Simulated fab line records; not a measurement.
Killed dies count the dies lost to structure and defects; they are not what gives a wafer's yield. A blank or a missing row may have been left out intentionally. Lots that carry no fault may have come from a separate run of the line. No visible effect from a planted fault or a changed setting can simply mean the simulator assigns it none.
What tool caused it? | flow sky130 | 36 wafers from 12 lots sampled at 2 of the route's 708 steps

== WHAT THE GAUGES SHOWED, per wafer ==
SKY_VIA1_THK_MEAS_01. Usual: VIA1_HDPCVD_THK gives 1026 nm (standard deviation 13).
lot  | measured     | on            | VIA1_HDPCVD_THK (nm) | flag
L317 | day 33 04:50 | film_metro-03 | 1026 1029 1017       |
L318 | day 33 08:15 | film_metro-02 | 1007 1021 1009       |
L319 | day 33 15:34 | film_metro-04 | 1031 1028 1030       |
L320 | day 34 01:11 | film_metro-04 | 1016 1039 1027       |
L324 | day 35 08:15 | film_metro-02 | 1007 998 1002        |
L323 | day 35 08:56 | film_metro-02 | 1044 1045 1043       |
L326 | day 36 07:21 | film_metro-03 | 1023 1032 1021       |
L327 | day 36 09:22 | film_metro-04 | 1017 1020 1014       |
L334 | day 38 09:49 | film_metro-02 | 1061 1050 1057       |
L337 | day 39 02:20 | film_metro-04 | 1035 1034 1034       |
L338 | day 39 15:14 | film_metro-03 | 1043 1029 1041       |
L339 | day 41 05:39 | film_metro-04 | 1044 1057 1048       |

SKY_VIA1_OVL_MEAS_13. Usual: VIA1_OVL gives 3 nm (standard deviation 5).
lot  | measured     | on         | VIA1_OVL (nm) | flag
L317 | day 34 07:44 | overlay-02 | 3 5 2         |
L318 | day 34 11:29 | overlay-02 | -1 2 2        |
L319 | day 34 18:41 | overlay-02 | 0 3 11        |
L320 | day 35 03:56 | overlay-02 | 2 6 6         |
L324 | day 36 10:31 | overlay-01 | -4 0 1        |
L323 | day 36 11:54 | overlay-01 | 8 5 1         |
L326 | day 37 09:17 | overlay-02 | 10 8 10       |
L327 | day 37 12:17 | overlay-01 | 12 11 19      |
L334 | day 39 10:23 | overlay-01 | 11 3 4        |
L337 | day 40 03:29 | overlay-01 | 4 0 2         |
L338 | day 40 15:19 | overlay-01 | 5 1 3         |
L339 | day 42 04:48 | overlay-02 | 6 4 1         |

== TOOL THAT RAN EACH LOT (tool first, then ch and the chambers of the sampled wafers, then the start) ==
No process step before these readings appears in the record.

== AS READ BY THE TOOLS THEMSELVES (means over the sampled wafers that have a number; for cases with no such wafer, the mark the record gives instead) ==
The record holds no such reading with a usual standard deviation.

== THE ANSWER, worked out from the rows above alone ==
Rule: lot off if the mean of its wafers having a number is beyond 3 standard deviations from the usual mean. Also off: a lot with no number at a reading for which 4 or more lots have one. Any other lot the step has rows for is counted as sound. Order of review: gauges by route order, followed by the tools' own readings, for which a lot's mean as printed above is used. The first step at which some lot is off is used, and at that step the reading that is off furthest; a lot without a number counts as furthest.
No lot is off on any of the readings shown, so nothing can be concluded from this.

== WHAT HAD BEEN PUT IN BY THE SIMULATOR ==
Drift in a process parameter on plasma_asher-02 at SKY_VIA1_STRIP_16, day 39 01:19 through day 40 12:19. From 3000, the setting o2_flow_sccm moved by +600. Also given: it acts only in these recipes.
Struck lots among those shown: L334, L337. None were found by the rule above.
